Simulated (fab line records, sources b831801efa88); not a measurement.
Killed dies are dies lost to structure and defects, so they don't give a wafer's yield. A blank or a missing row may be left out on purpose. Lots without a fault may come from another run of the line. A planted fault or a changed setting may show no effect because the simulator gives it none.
Chamber matching | flow gf180mcu | GF_V2_CVD_02 on pecvd-03: 3 sister chambers
The step deposits SiO2 from TEOS, target thk 850 nm, time 94.851 s. 6 wafers are shown with their chamber, then 8 later ones without.

WAFERS WITH THEIR CHAMBER
wafer  | chamber | heater_power_w (W) | susceptor_temp_C (C)
L085.3 | 1       | 963                | 399.69
L085.4 | 2       | 602                | 400.02
L089.1 | 1       | 870                | 399.53
L089.5 | 2       | 759                | 400.09
L089.6 | 0       | 680                | 399.92
L094.2 | 0       | 839                | 400.16

WAFERS WITHOUT THEIR CHAMBER
wafer  | heater_power_w (W) | susceptor_temp_C (C)
L094.4 | 744                | 399.91
L094.6 | 666                | 400.30
L096.1 | 683                | 400.09
L096.3 | 731                | 399.67
L096.6 | 746                | 399.98
L095.4 | 608                | 399.91
L095.5 | 935                | 400.19
L095.6 | 786                | 399.98

WHICH CHAMBER EACH WENT THROUGH
wafer  | from the rows above          | in truth
L094.4 | can't be placed: 0 or 2 or 1 | 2
L094.6 | can't be placed: 2 or 0      | 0
L096.1 | can't be placed: 2 or 0      | 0
L096.3 | can't be placed: 1 or 0 or 2 | 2
L096.6 | can't be placed: 0 or 2      | 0
L095.4 | can't be placed: 2 or 0      | 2
L095.5 | can't be placed: 0 or 2      | 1
L095.6 | can't be placed: 0 or 2      | 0
Placed correctly: 0 of 8. Can't be placed from these rows: 8 (the true chamber is among the candidates in 7). Placed wrongly: 0.
How it was worked out, from the rows above alone: a wafer's distance from a chamber is the root of the sum, over the readings, of the square of ((its reading less the chamber's mean) divided by the reading's scatter). The wafer belongs to the nearest chamber; if the next one is less than 2 further off, it can't be placed. A chamber's mean is the mean of its shown wafers. The scatter: the root of (the sum of the squares of (reading less its chamber's mean) over the shown wafers, divided by (wafers less chambers)).
